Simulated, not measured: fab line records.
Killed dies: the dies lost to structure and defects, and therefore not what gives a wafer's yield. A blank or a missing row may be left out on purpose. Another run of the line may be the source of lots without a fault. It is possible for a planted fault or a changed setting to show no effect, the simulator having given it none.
Which tool is to blame?	flow sky130	72 wafers from 24 lots sampled at 5 of the route's 708 steps

== WHAT EACH GAUGE READ, for each wafer ==
SKY_CAPM_RS_MEAS_03: a four-point-probe measurement.
lot	measured	on	CAPM_TIN_RS (ohm/sq)
L074	day 34 08:16	film metro-02	6.91 6.89 6.89
L075	day 34 09:11	film metro-01	6.95 6.88 6.92
L076	day 34 10:26	film metro-03	6.93 6.92 6.91
L077	day 34 13:07	film metro-01	6.83 6.81 6.71
L078	day 34 23:33	film metro-02	6.86 6.87 6.84
L080	day 35 09:44	film metro-01	6.94 6.86 6.91
L079	day 35 12:04	film metro-01	6.87 6.88 6.81
L081	day 36 01:02	film metro-03	6.87 6.85 6.91
L082	day 36 09:32	film metro-02	7.02 6.91 6.89
L084	day 36 11:22	film metro-02	6.93 6.85 6.83
L083	day 36 13:40	film metro-02	6.88 6.87 6.83
L085	day 36 18:55	film metro-02	6.89 6.99 6.91
L086	day 37 03:43	film metro-02	6.90 6.80 6.83
L087	day 37 11:59	film metro-03	6.92 6.94 6.96
L088	day 37 14:20	film metro-03	6.93 6.86 6.82
L089	day 37 23:19	film metro-03	6.86 6.75 6.81
L090	day 38 11:01	film metro-01	6.91 6.91 6.92
L091	day 38 19:14	film metro-03	6.84 6.80 6.90
L094	day 45 18:10	film metro-02	6.88 6.88 6.91
L092	day 45 21:25	film metro-01	6.95 6.95 7.05
L093	day 45 22:28	film metro-01	6.86 6.79 6.89
L095	day 45 23:56	film metro-01	6.89 6.79 6.79
L096	day 46 00:52	film metro-01	6.95 6.91 6.93
L097	day 46 01:40	film metro-01	6.85 6.90 6.88

SKY_CAPM_OVL_MEAS_12.
lot	measured	on	CAPM_OVL (nm)
L074	day 35 11:37	overlay-02	0.2 0.9 0.3
L075	day 35 11:55	overlay-01	-0.8 -1.8 -0.5
L076	day 35 13:50	overlay-02	1.4 -2.0 0.1
L077	day 35 14:49	overlay-02	-1.3 -1.6 0.3
L078	day 36 03:11	overlay-02	-2.6 -3.4 -3.5
L080	day 36 12:14	overlay-01	-0.8 -0.5 -0.8
L079	day 36 13:34	overlay-02	1.5 1.5 0.5
L081	day 37 02:25	overlay-02	0.5 -1.0 1.4
L082	day 37 11:35	overlay-01	-1.9 0.4 0.6
L084	day 37 13:11	overlay-01	0.4 0.6 -0.4
L083	day 37 15:23	overlay-02	-1.6 1.2 -0.7
L085	day 37 21:43	overlay-01	-2.7 -1.7 -0.8
L086	day 38 06:58	overlay-01	-0.1 -1.6 -1.1
L087	day 38 14:44	overlay-02	-0.1 0.8 1.9
L088	day 38 17:32	overlay-02	-2.4 -3.9 -1.6
L089	day 39 01:08	overlay-02	-1.9 -1.4 -2.4
L090	day 39 13:17	overlay-01	0.1 2.6 2.2
L091	day 39 21:08	overlay-01	-0.7 -2.8 -1.0
L094	day 46 12:34	overlay-01	-0.8 0.5 0.2
L092	day 46 15:34	overlay-01	-1.0 0.8 1.6
L093	day 46 16:13	overlay-02	-2.0 -0.8 -0.8
L095	day 46 17:50	overlay-01	-0.2 1.1 0.5
L096	day 46 18:24	overlay-01	0.0 -2.3 -0.7
L097	day 46 19:28	overlay-02	0.7 0.2 0.2

== EACH LOT AND THE TOOL THAT RAN IT (in order: tool; ch and the chambers of the sampled wafers; start) ==
lot	SKY_METAL2_DESCUM_17	SKY_METAL2_ETCH_18	SKY_CAPM_SPUTTER_02
L074	rie metal-04 ch 0,1, day 33 02:44	rie metal-04 ch 0,1, day 33 02:46	pvd sputter-04, day 34 08:09
L075	rie metal-01 ch 0, day 33 03:25	rie metal-01 ch 0, day 33 03:27	pvd sputter-03, day 34 09:04
L076	rie metal-04 ch 0,1, day 33 05:14	rie metal-04 ch 0,1, day 33 05:16	pvd sputter-03, day 34 10:19
L077	rie metal-03 ch 0,1, day 33 06:40	rie metal-03 ch 0,1, day 33 06:42	pvd sputter-04, day 34 13:00
L078	rie metal-04 ch 0,1, day 33 18:10	rie metal-04 ch 0,1, day 33 18:12	pvd sputter-03, day 34 23:25
L080	rie metal-03 ch 0,1, day 34 03:31	rie metal-03 ch 0,1, day 34 03:33	pvd sputter-04, day 35 09:37
L079	rie metal-01 ch 0, day 34 05:58	rie metal-01 ch 0, day 34 05:59	pvd sputter-04, day 35 11:57
L081	rie metal-03 ch 0,1, day 34 18:22	rie metal-03 ch 0,1, day 34 18:23	pvd sputter-03, day 36 00:54
L082	rie metal-03 ch 0,1, day 35 03:13	rie metal-03 ch 0,1, day 35 03:15	pvd sputter-03, day 36 09:25
L084	rie metal-04 ch 0,1, day 35 05:44	rie metal-04 ch 0,1, day 35 05:46	pvd sputter-01, day 36 11:16
L083	rie metal-01 ch 0,1, day 35 07:40	rie metal-01 ch 0,1, day 35 07:41	pvd sputter-03, day 36 13:32
L085	rie metal-04 ch 0,1, day 35 13:40	rie metal-04 ch 0,1, day 35 13:42	pvd sputter-04, day 36 18:48
L086	rie metal-04 ch 0,1, day 35 22:44	rie metal-04 ch 0,1, day 35 22:46	pvd sputter-04, day 37 03:35
L087	rie metal-01 ch 0,1, day 36 06:49	rie metal-01 ch 0,1, day 36 06:50	pvd sputter-03, day 37 11:52
L088	rie metal-03 ch 1, day 36 08:19	rie metal-03 ch 1, day 36 08:23	pvd sputter-01, day 37 14:14
L089	rie metal-03 ch 0, day 36 17:16	rie metal-03 ch 0, day 36 17:20	pvd sputter-04, day 37 23:12
L090	rie metal-03 ch 0,1, day 37 04:41	rie metal-03 ch 0,1, day 37 04:43	pvd sputter-03, day 38 10:54
L091	rie metal-04 ch 0,1, day 37 12:58	rie metal-04 ch 0,1, day 37 12:59	pvd sputter-04, day 38 19:08
L094	rie metal-03 ch 0,1, day 44 18:47	rie metal-03 ch 0,1, day 44 18:49	pvd sputter-01, day 45 18:02
L092	rie metal-04 ch 0,1, day 44 21:59	rie metal-04 ch 0,1, day 44 22:01	pvd sputter-04, day 45 21:17
L093	rie metal-03 ch 0,1, day 44 23:29	rie metal-03 ch 0,1, day 44 23:31	pvd sputter-01, day 45 22:20
L095	rie metal-01 ch 0,1, day 45 00:56	rie metal-01 ch 0,1, day 45 00:58	pvd sputter-04, day 45 23:48
L096	rie metal-04 ch 0,1, day 45 01:58	rie metal-04 ch 0,1, day 45 02:00	pvd sputter-03, day 46 00:43
L097	rie metal-01 ch 1, day 45 02:40	rie metal-01 ch 1, day 45 02:41	pvd sputter-01, day 46 01:32
- SKY_METAL2_DESCUM_17: chemistry O2, time 8 s.
- SKY_METAL2_ETCH_18: etches BARC in N2/H2, stops on SiO2, time 45.9 s, target depth 60 nm.
- SKY_CAPM_SPUTTER_02: material TiN, target thk 200 nm, time 166.7 s.

== AS READ BY THE TOOLS THEMSELVES (means over the sampled wafers that have a number; for cases with no such wafer, the mark the record gives instead) ==
SKY_METAL2_DESCUM_17.
lot	tool	chamber pressure mTorr (mTorr)	drypump motor current A (A)	oes product au (a.u.)
L074	rie metal-04	9.995	6.2	1.004
L075	rie metal-01	10.000	5.7	0.981
L076	rie metal-04	10.007	6.0	1.000
L077	rie metal-03	9.996	5.3	1.004
L078	rie metal-04	10.004	6.1	0.996
L080	rie metal-03	10.006	5.3	0.990
L079	rie metal-01	10.004	5.7	0.980
L081	rie metal-03	10.003	5.3	0.996
L082	rie metal-03	10.005	5.3	0.997
L084	rie metal-04	10.003	6.1	0.999
L083	rie metal-01	10.001	5.5	0.984
L085	rie metal-04	9.996	6.1	0.999
L086	rie metal-04	9.997	6.2	1.007
L087	rie metal-01	10.000	5.6	0.983
L088	rie metal-03	10.006	5.6	1.003
L089	rie metal-03	9.995	5.1	0.995
L090	rie metal-03	10.008	5.3	0.995
L091	rie metal-04	9.996	5.9	1.021
L094	rie metal-03	10.008	5.4	0.991
L092	rie metal-04	9.997	5.9	1.015
L093	rie metal-03	9.999	5.3	0.996
L095	rie metal-01	10.006	5.4	1.000
L096	rie metal-04	9.994	6.1	0.999
L097	rie metal-01	10.004	5.3	0.997

SKY_METAL2_ETCH_18.
lot	tool	chamber pressure mTorr (mTorr)	drypump motor current A (A)	oes product au (a.u.)	throttle valve pct (%)
L074	rie metal-04	30.002	6.1	0.860	13.229
L075	rie metal-01	29.981	5.7	0.851	13.233
L076	rie metal-04	29.983	6.0	0.852	13.210
L077	rie metal-03	30.014	5.3	0.852	13.215
L078	rie metal-04	29.991	6.2	0.855	13.220
L080	rie metal-03	30.002	5.3	0.857	13.226
L079	rie metal-01	30.015	5.7	0.857	13.224
L081	rie metal-03	29.993	5.3	0.858	13.225
L082	rie metal-03	30.018	5.3	0.858	13.224
L084	rie metal-04	30.039	6.2	0.857	13.219
L083	rie metal-01	30.012	5.6	0.849	13.226
L085	rie metal-04	30.002	6.2	0.852	13.228
L086	rie metal-04	30.004	6.2	0.853	13.218
L087	rie metal-01	29.983	5.6	0.852	13.218
L088	rie metal-03	29.995	5.6	0.850	13.220
L089	rie metal-03	30.002	5.1	0.859	13.232
L090	rie metal-03	30.031	5.3	0.853	13.229
L091	rie metal-04	30.000	5.9	0.854	13.220
L094	rie metal-03	30.014	5.4	0.855	13.221
L092	rie metal-04	29.975	5.9	0.859	13.225
L093	rie metal-03	29.999	5.3	0.852	13.231
L095	rie metal-01	30.005	5.4	0.855	13.225
L096	rie metal-04	29.983	6.2	0.858	13.224
L097	rie metal-01	29.986	5.3	0.849	13.220

SKY_CAPM_SPUTTER_02.
lot	tool	chamber pressure pa (Pa)	susceptor temp C (C)	throttle valve pct (%)
L074	pvd sputter-04	0.4005	300.03	29.4
L075	pvd sputter-03	0.4000	299.88	29.0
L076	pvd sputter-03	0.4000	300.03	29.3
L077	pvd sputter-04	0.3996	299.94	29.8
L078	pvd sputter-03	0.4004	300.11	28.8
L080	pvd sputter-04	0.4004	299.93	29.7
L079	pvd sputter-04	0.3991	299.96	29.8
L081	pvd sputter-03	0.3997	299.77	29.1
L082	pvd sputter-03	0.4001	300.12	29.0
L084	pvd sputter-01	0.4006	300.01	31.0
L083	pvd sputter-03	0.4005	300.02	29.1
L085	pvd sputter-04	0.3997	300.16	28.5
L086	pvd sputter-04	0.4006	300.02	28.7
L087	pvd sputter-03	0.4000	300.04	28.9
L088	pvd sputter-01	0.4000	299.97	30.3
L089	pvd sputter-04	0.3996	299.97	28.5
L090	pvd sputter-03	0.3997	299.89	29.1
L091	pvd sputter-04	0.3993	300.05	28.4
L094	pvd sputter-01	0.4004	299.76	29.2
L092	pvd sputter-04	0.3995	300.05	29.7
L093	pvd sputter-01	0.3995	300.14	30.3
L095	pvd sputter-04	0.4003	300.12	29.3
L096	pvd sputter-03	0.3997	300.05	28.8
L097	pvd sputter-01	0.3999	299.99	30.1

== THE ANSWER, worked out from the rows above alone ==
Rule: the lots themselves supply what counts as usual. Put in order of their means at a reading, lots are off if they are a third of the lots or fewer, leave a main group of 4 or more, and stand apart from it by a gap of 3 or more times the standard deviation of the main group's means; of several such gaps the widest counts. A main group whose means are all the same, to the digits that the tables above print for the reading, isn't used. A lot without any number at a reading at which 4 lots or more have one is off too. The other lots that the step has rows for count as sound. After the gauges, taken in route order, come the tools' own readings; for these a lot's mean is taken, as printed above. The first step at which some lot is off is used, and at that step the reading that is off furthest; a lot without a number counts as furthest.
Across all readings shown, no lot is off: no conclusion can be drawn from this.

== WHAT THE SIMULATOR HAD PUT IN ==
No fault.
